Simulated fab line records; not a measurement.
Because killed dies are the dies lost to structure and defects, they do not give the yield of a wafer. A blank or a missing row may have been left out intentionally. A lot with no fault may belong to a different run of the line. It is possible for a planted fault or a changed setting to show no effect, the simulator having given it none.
fab line records ; flow sfqLine
record lots=14; wafers=42; lastDay=83
route steps=325 shown L0@12 M1@68 JJ@180
lots untouched by any fault: they come from a run of this same line in which no faults occurred
startH: the number of hours between the record's first day and the start of the first shown wafer of the lot ; waitH: how many hours have passed since the lot's step before this one ; " repeats the value in the row above ; L1.1+2: one row covering several wafers at once ; - no value present, or no start provided ; * or withheld: withheld ; < > ~ a bound
route shown NAME@n: NAME is a module with steps in the file, n the number in the route of the first one ; usual: the fault-free wafers' mean and standard deviation ; same: alike in all rows ; chamber/n: place in a boat ; sites: readings site by site ; _std_site: the values' standard deviation ; _edge_site: the outer-site mean with the inner-site mean subtracted ; radiusMm: for every site, how far away it sits from the centre of the wafer ; mask NAME#n: copy n ; behind: the most recent tool/chamber to have shaped the wafer ; hold: reason for holding the lot/hours on hold/outcome of the hold ; device: the transistor (n, p or np) that didn't switch ; end of line: the same wafers' tests at the end of the route ; step lacking rows: just its recipe ; killed: the dies lost at the first sort to structure and to defects; this is not the yield of the wafer ; map: per-die view of a wafer (x killed, . not killed, _ where there is no die)
set.NAME: the setting that was run; set.NAME@STEP: the one run at that earlier step ; model.NAME: the simulator's own value behind a step, which no gauge read
steps of the route over a sample of lots; a table a step, a row a wafer
services: the hour from which a tool's chamber was out of use, counted from the record's first day as startH (under 0 if before that day), plus the number of hours and why
## steps
# step SFQ_TRILAYER_L0_BARC_OPEN_METAL_ETCH_010
# recipe maskMaterial=PR; chemistry=O2; targetDepthNm=125; target=BARC; icpW=600; biasW=80; pressureMtorr=10; timeS=41.7
# usual biasW=80.03/0.24; drypumpMotorCurrentA=5.3/0.36; heBacksideLeakSccm=3.49/0.24; oesProductAu=0.685/0.0046; runLengthS=69.7/0.67
lot.wafer;tool;chamber;startH;waitH;biasW;drypumpMotorCurrentA;heBacksideLeakSccm;oesProductAu;rfHoursCounterH;runLengthS
L232.2;rieMetal-01;1;37.22;0.1;80.21;5.6;3.15;0.688;21;69.2
L232.4;rieMetal-01;0;37.22;0.1;79.98;5.2;3.56;0.679;-;69.6
L232.5;rieMetal-01;1;37.22;0.1;79.85;5.6;3.30;0.683;-;69.6
L233.3;rieMetal-03;0;40.86;0.1;80.27;4.7;3.53;0.688;-;69.6
L233.4;rieMetal-03;0;40.86;0.1;80.35;4.8;3.89;0.684;-;69.3
L233.6;rieMetal-03;0;40.86;0.1;80.48;4.7;3.60;0.687;-;69.5
L234.3;rieMetal-04;0;46.84;0.1;79.99;5.0;3.62;0.685;-;69.5
L234.4;rieMetal-04;1;46.84;0.1;79.89;5.5;3.78;0.682;-;70.2
L234.5;rieMetal-04;1;46.84;0.1;80.03;5.5;3.75;0.687;-;70.3
L235.1;rieMetal-01;0;54.02;0.1;79.73;5.2;3.10;0.687;52;69.9
L235.3;rieMetal-01;1;54.02;0.1;80.43;5.6;3.54;0.683;-;69.2
L235.4;rieMetal-01;0;54.02;0.1;79.81;5.2;3.08;0.676;-;69.5
L236.2;rieMetal-01;1;58.82;0.1;79.84;5.6;3.33;0.687;25;69.2
L236.5;rieMetal-01;0;58.82;0.1;80.43;5.2;3.33;0.686;-;69.7
L236.6;rieMetal-01;1;58.82;0.1;79.86;5.6;3.23;0.679;-;69.7
L238.2;rieMetal-03;1;70.39;0.1;79.81;5.7;3.64;0.686;3;69.6
L238.3;rieMetal-03;1;70.39;0.1;80.13;5.7;3.52;0.678;-;69.1
L238.4;rieMetal-03;0;70.39;0.1;80.13;4.8;3.29;0.688;-;69.9
L239.4;rieMetal-03;1;76.41;0.1;80.21;5.7;3.59;0.656;-;73.7
L239.5;rieMetal-03;1;76.41;0.1;80.08;5.8;3.71;0.649;-;73.8
L239.6;rieMetal-03;0;76.41;0.1;79.96;4.8;3.49;0.652;-;74.4
L242.3;rieMetal-03;1;93.31;0.1;80.01;5.7;3.73;0.652;-;74.0
L242.4;rieMetal-03;0;93.31;0.1;80.16;4.8;3.61;0.648;-;74.2
L242.5;rieMetal-03;0;93.31;0.1;80.30;4.8;3.65;0.656;-;74.8
L243.2;rieMetal-01;1;96.89;0.1;79.91;5.6;3.43;0.691;32;69.7
L243.3;rieMetal-01;0;96.89;0.1;79.98;5.2;3.48;0.674;-;70.0
L243.5;rieMetal-01;1;96.89;0.1;80.12;5.6;3.63;0.686;-;69.7
L247.2;rieMetal-01;0;114.89;0.1;79.88;5.2;4.48;0.688;62;69.5
L247.4;rieMetal-01;0;114.89;0.1;79.93;5.2;3.32;0.683;-;69.7
L247.6;rieMetal-01;0;114.89;0.1;80.09;5.2;3.37;0.687;-;69.8
L249.3;rieMetal-04;1;124.51;0.1;80.26;5.4;3.70;0.687;-;69.8
L249.5;rieMetal-04;0;124.51;0.1;79.94;5.0;3.55;0.685;-;70.0
L249.6;rieMetal-04;1;124.51;0.1;79.74;5.4;3.51;0.683;-;70.1
L253.2;rieMetal-04;0;144.44;0.1;79.82;5.0;3.65;0.687;100;69.3
L253.4;rieMetal-04;0;144.44;0.1;79.70;5.0;3.26;0.687;-;69.2
L253.5;rieMetal-04;0;144.44;0.1;80.10;5.0;3.42;0.684;-;69.5
L254.1;rieMetal-01;0;151.64;0.1;79.51;5.2;3.24;0.683;69;72.7
L254.5;rieMetal-01;0;151.64;0.1;79.54;5.2;3.41;0.685;-;72.6
L254.6;rieMetal-01;1;151.64;0.1;79.99;5.6;3.64;0.678;-;72.2
L255.1;rieMetal-03;0;154.04;0.1;80.13;4.8;3.42;0.678;169;69.7
L255.3;rieMetal-03;0;154.04;0.1;79.98;4.8;3.47;0.683;-;69.6
L255.5;rieMetal-03;1;154.04;0.1;79.91;5.7;3.49;0.686;-;69.1
# step SFQ_M1_OVL_MEAS_911
# usual M1_OVL=-3/6
lot.wafer;tool;chamber;startH;waitH;M1_OVL[nm]
L232.2;overlay-02;-;388.20;0.1;-15
L232.4;overlay-02;-;388.20;0.1;-9
L232.5;overlay-02;-;388.20;0.1;-14
L233.3;overlay-01;-;399.00;0.1;3
L233.4;overlay-01;-;399.00;0.1;9
L233.6;overlay-01;-;399.00;0.1;-1
L234.3;overlay-01;-;408.60;0.1;-1
L234.4;overlay-01;-;408.60;0.1;1
L234.5;overlay-01;-;408.60;0.1;9
L235.1;overlay-02;-;414.59;0.1;-2
L235.3;overlay-02;-;414.59;0.1;-7
L235.4;overlay-02;-;414.59;0.1;2
L236.2;overlay-01;-;426.60;0.1;1
L236.5;overlay-01;-;426.60;0.1;6
L236.6;overlay-01;-;426.60;0.1;5
L238.2;overlay-01;-;459.00;0.1;2
L238.3;overlay-01;-;459.00;0.1;1
L238.4;overlay-01;-;459.00;0.1;2
L239.4;overlay-01;-;473.41;0.1;-13
L239.5;overlay-01;-;473.41;0.1;-8
L239.6;overlay-01;-;473.41;0.1;-6
L242.3;overlay-01;-;526.04;0.1;7
L242.4;overlay-01;-;526.04;0.1;1
L242.5;overlay-01;-;526.04;0.1;2
L243.2;overlay-01;-;535.63;0.1;-3
L243.3;overlay-01;-;535.63;0.1;-5
L243.5;overlay-01;-;535.63;0.1;-3
L247.2;overlay-01;-;560.66;0.1;6
L247.4;overlay-01;-;560.66;0.1;4
L247.6;overlay-01;-;560.66;0.1;0
L249.3;overlay-01;-;577.44;0.1;1
L249.5;overlay-01;-;577.44;0.1;1
L249.6;overlay-01;-;577.44;0.1;-2
L253.2;overlay-01;-;614.80;0.1;-1
L253.4;overlay-01;-;614.80;0.1;0
L253.5;overlay-01;-;614.80;0.1;-4
L254.1;overlay-02;-;626.80;0.1;6
L254.5;overlay-02;-;626.80;0.1;8
L254.6;overlay-02;-;626.80;0.1;-1
L255.1;overlay-02;-;635.20;0.1;-2
L255.3;overlay-02;-;635.20;0.1;-12
L255.5;overlay-02;-;635.20;0.1;-2
# step SFQ_TRILAYER_JJ_TRILAYER_DEP_SPUTTER_110
# recipe material=Al; basePressurePa=1.33e-06; targetThkNm=8; powerW=500; timeS=10; chamberPressurePa=0.4
# usual throttleValvePct=29.8/1
lot.wafer;tool;chamber;startH;waitH;throttleValvePct
L232.2;pvdSputter-06;-;815.79;0.0;30.6
L232.4;pvdSputter-06;-;815.79;0.0;28.8
L232.5;pvdSputter-06;-;815.79;0.0;29.0
L233.3;pvdSputter-03;-;953.93;0.0;30.4
L233.4;pvdSputter-03;-;953.93;0.0;30.3
L233.6;pvdSputter-03;-;953.93;0.0;31.0
L234.3;pvdSputter-06;-;956.31;0.0;28.5
L234.4;pvdSputter-06;-;956.31;0.0;28.8
L234.5;pvdSputter-06;-;956.31;0.0;28.7
L235.1;pvdSputter-03;-;958.71;0.0;30.6
L235.3;pvdSputter-03;-;958.71;0.0;30.5
L235.4;pvdSputter-03;-;958.71;0.0;29.0
L236.2;pvdSputter-04;-;970.71;0.0;31.0
L236.5;pvdSputter-04;-;970.71;0.0;30.5
L236.6;pvdSputter-04;-;970.71;0.0;31.1
L238.2;pvdSputter-04;-;995.83;0.0;30.5
L238.3;pvdSputter-04;-;995.83;0.0;28.3
L238.4;pvdSputter-04;-;995.83;0.0;30.8
L239.4;pvdSputter-03;-;1016.15;0.0;28.8
L239.5;pvdSputter-03;-;1016.15;0.0;30.5
L239.6;pvdSputter-03;-;1016.15;0.0;28.7
L242.3;pvdSputter-03;-;1047.35;0.0;29.7
L242.4;pvdSputter-03;-;1047.35;0.0;28.9
L242.5;pvdSputter-03;-;1047.35;0.0;30.5
L243.2;pvdSputter-03;-;1060.55;0.0;30.2
L243.3;pvdSputter-03;-;1060.55;0.0;30.6
L243.5;pvdSputter-03;-;1060.55;0.0;30.3
L247.2;pvdSputter-06;-;1088.28;0.0;28.0
L247.4;pvdSputter-06;-;1088.28;0.0;30.4
L247.6;pvdSputter-06;-;1088.28;0.0;28.2
L249.3;pvdSputter-06;-;1093.80;0.0;28.4
L249.5;pvdSputter-06;-;1093.80;0.0;28.2
L249.6;pvdSputter-06;-;1093.80;0.0;30.7
L253.2;pvdSputter-06;-;1132.46;0.0;30.7
L253.4;pvdSputter-06;-;1132.46;0.0;28.3
L253.5;pvdSputter-06;-;1132.46;0.0;30.6
L254.1;pvdSputter-03;-;1136.08;0.0;28.8
L254.5;pvdSputter-03;-;1136.08;0.0;28.8
L254.6;pvdSputter-03;-;1136.08;0.0;30.6
L255.1;pvdSputter-04;-;1139.68;0.0;30.5
L255.3;pvdSputter-04;-;1139.68;0.0;30.8
L255.5;pvdSputter-04;-;1139.68;0.0;30.6
# step SFQ_TRILAYER_JJ_TRILAYER_DEP_SPUTTER_112
# recipe material=Nb; basePressurePa=1.33e-06; chamberPressurePa=0.1333; substrateTempC=20; targetThkNm=170; powerW=2000; timeS=110.3
# usual throttleValvePct=29.8/0.99
lot.wafer;tool;chamber;startH;waitH;throttleValvePct
L232.2;pvdSputter-06;-;816.81;0.5;30.4
L232.4;pvdSputter-06;-;816.81;0.5;28.7
L232.5;pvdSputter-06;-;816.81;0.5;28.9
L233.3;pvdSputter-03;-;954.95;0.5;30.6
L233.4;pvdSputter-03;-;954.95;0.5;30.6
L233.6;pvdSputter-03;-;954.95;0.5;30.3
L234.3;pvdSputter-06;-;957.33;0.5;28.1
L234.4;pvdSputter-06;-;957.33;0.5;28.6
L234.5;pvdSputter-06;-;957.33;0.5;28.8
L235.1;pvdSputter-03;-;959.73;0.5;30.7
L235.3;pvdSputter-03;-;959.73;0.5;30.3
L235.4;pvdSputter-03;-;959.73;0.5;28.7
L236.2;pvdSputter-04;-;971.73;0.5;30.8
L236.5;pvdSputter-04;-;971.73;0.5;30.8
L236.6;pvdSputter-04;-;971.73;0.5;30.7
L238.2;pvdSputter-04;-;996.85;0.5;30.6
L238.3;pvdSputter-04;-;996.85;0.5;28.4
L238.4;pvdSputter-04;-;996.85;0.5;30.9
L239.4;pvdSputter-03;-;1017.17;0.5;28.7
L239.5;pvdSputter-03;-;1017.17;0.5;30.1
L239.6;pvdSputter-03;-;1017.17;0.5;28.6
L242.3;pvdSputter-03;-;1048.37;0.5;29.7
L242.4;pvdSputter-03;-;1048.37;0.5;28.8
L242.5;pvdSputter-03;-;1048.37;0.5;30.7
L243.2;pvdSputter-03;-;1061.57;0.5;30.0
L243.3;pvdSputter-03;-;1061.57;0.5;30.6
L243.5;pvdSputter-03;-;1061.57;0.5;30.4
L247.2;pvdSputter-06;-;1089.30;0.5;28.2
L247.4;pvdSputter-06;-;1089.30;0.5;30.5
L247.6;pvdSputter-06;-;1089.30;0.5;28.2
L249.3;pvdSputter-06;-;1094.82;0.5;28.1
L249.5;pvdSputter-06;-;1094.82;0.5;28.4
L249.6;pvdSputter-06;-;1094.82;0.5;30.5
L253.2;pvdSputter-06;-;1133.49;0.5;30.9
L253.4;pvdSputter-06;-;1133.49;0.5;28.3
L253.5;pvdSputter-06;-;1133.49;0.5;30.5
L254.1;pvdSputter-03;-;1137.10;0.5;28.5
L254.5;pvdSputter-03;-;1137.10;0.5;28.6
L254.6;pvdSputter-03;-;1137.10;0.5;30.3
L255.1;pvdSputter-04;-;1140.70;0.5;31.0
L255.3;pvdSputter-04;-;1140.70;0.5;30.6
L255.5;pvdSputter-04;-;1140.70;0.5;30.6
## services
tool;chamber;startH;hours;kind
pvdSputter-04;-;48.03;8.4;repair
pvdSputter-04;-;59.60;6.3;repair
pvdSputter-06;-;93.25;4.6;repair
pvdSputter-03;-;94.26;5.1;repair
pvdSputter-03;-;292.65;3.2;repair
pvdSputter-03;-;297.57;3.6;repair
pvdSputter-03;-;339.02;4.2;repair
pvdSputter-06;-;550.15;2.8;repair
pvdSputter-03;-;553.70;0.7;repair
pvdSputter-03;-;560.85;4.9;repair
pvdSputter-03;-;612.50;10.4;repair
pvdSputter-06;-;632.87;1.0;repair
pvdSputter-06;-;676.60;3.9;repair
pvdSputter-03;-;702.25;5.1;repair
pvdSputter-03;-;706.43;18.2;repair
pvdSputter-03;-;710.70;5.6;repair
pvdSputter-06;-;720.11;4.4;repair
pvdSputter-06;-;731.08;0.8;repair
pvdSputter-06;-;739.75;3.0;repair
pvdSputter-03;-;812.13;5.8;repair
pvdSputter-06;-;844.85;5.8;repair
pvdSputter-03;-;1074.14;4.5;repair
pvdSputter-03;-;1099.15;2.7;repair
pvdSputter-03;-;1106.99;3.5;repair
## key
firstSign step=SFQ_TRILAYER_L0_BARC_OPEN_METAL_ETCH_010; reading=oesProductAu; direction=down; sigmas=7.1; usual=0.685; struck=0.652
effect step=SFQ_TRILAYER_L0_BARC_OPEN_METAL_ETCH_010; reading=runLengthS; direction=up; sigmas=6.6; usual=*; struck=*
metAt SFQ_TRILAYER_L0_BARC_OPEN_METAL_ETCH_010
struckLots L239,L242
notActingAt SFQ_M1_OVL_MEAS_911,SFQ_TRILAYER_JJ_TRILAYER_DEP_SPUTTER_110,SFQ_TRILAYER_JJ_TRILAYER_DEP_SPUTTER_112
onsetBetween 70.39 76.41
fault kind=processParameterDrift; tool=rieMetal-03; chamber=-; onsetH=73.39; steps=SFQ_TRILAYER_L0_BARC_OPEN_METAL_ETCH_010; channel=timeS; offset=*; shape=step; endH=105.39; actsIn=*; stated=*
